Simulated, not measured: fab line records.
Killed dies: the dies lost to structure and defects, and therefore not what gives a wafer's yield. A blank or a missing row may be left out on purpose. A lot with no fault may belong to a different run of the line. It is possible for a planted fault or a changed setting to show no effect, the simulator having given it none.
Chamber matching ; flow sky130 ; rieDiel-01 running SKY_POLY_GATE_ETCH_15: 4 sister chambers
The step etches BARC in N2/H2, stops on SiO2, time 118.5 s, target depth 110 nm. 4 wafers are shown with their chamber, then 12 later ones without.

== WAFERS, EACH WITH ITS CHAMBER ==
wafer;chamber;drypumpMotorCurrentA (A)
L085.5;0;5.6
L087.6;3;5.4
L090.1;2;5.8
L090.6;1;4.6

== WAFERS WHOSE CHAMBER IS MISSING ==
wafer;drypumpMotorCurrentA (A)
L089.2;4.7
L089.3;5.4
L089.5;5.8
L092.3;5.6
L092.4;5.4
L092.6;5.4
L094.1;5.6
L094.2;5.8
L094.6;5.9
L095.1;4.7
L095.4;5.6
L095.5;5.4

== WHICH CHAMBER EACH ONE RAN IN ==
wafer;from the rows above;in truth
L089.2;1;1
L089.3;3;3
L089.5;2;2
L092.3;0;0
L092.4;3;3
L092.6;3;3
L094.1;0;0
L094.2;2;2
L094.6;2;2
L095.1;1;1
L095.4;0;0
L095.5;3;3
Correctly placed: 12 of 12. Number that these rows cannot place: 0. Placed wrongly: 0.
How it was worked out, from the rows above alone: a wafer's distance from a chamber is the root of the sum, over the readings, of the square of ((its reading less the chamber's mean) divided by the reading's scatter). The wafer belongs to the nearest chamber; if the next one is less than 2 further off, it can't be placed. Each chamber's mean is taken over the wafers shown for it. The scatter: root of mean squared gap, hidden wafer to nearest shown wafer, with one shown wafer a chamber.
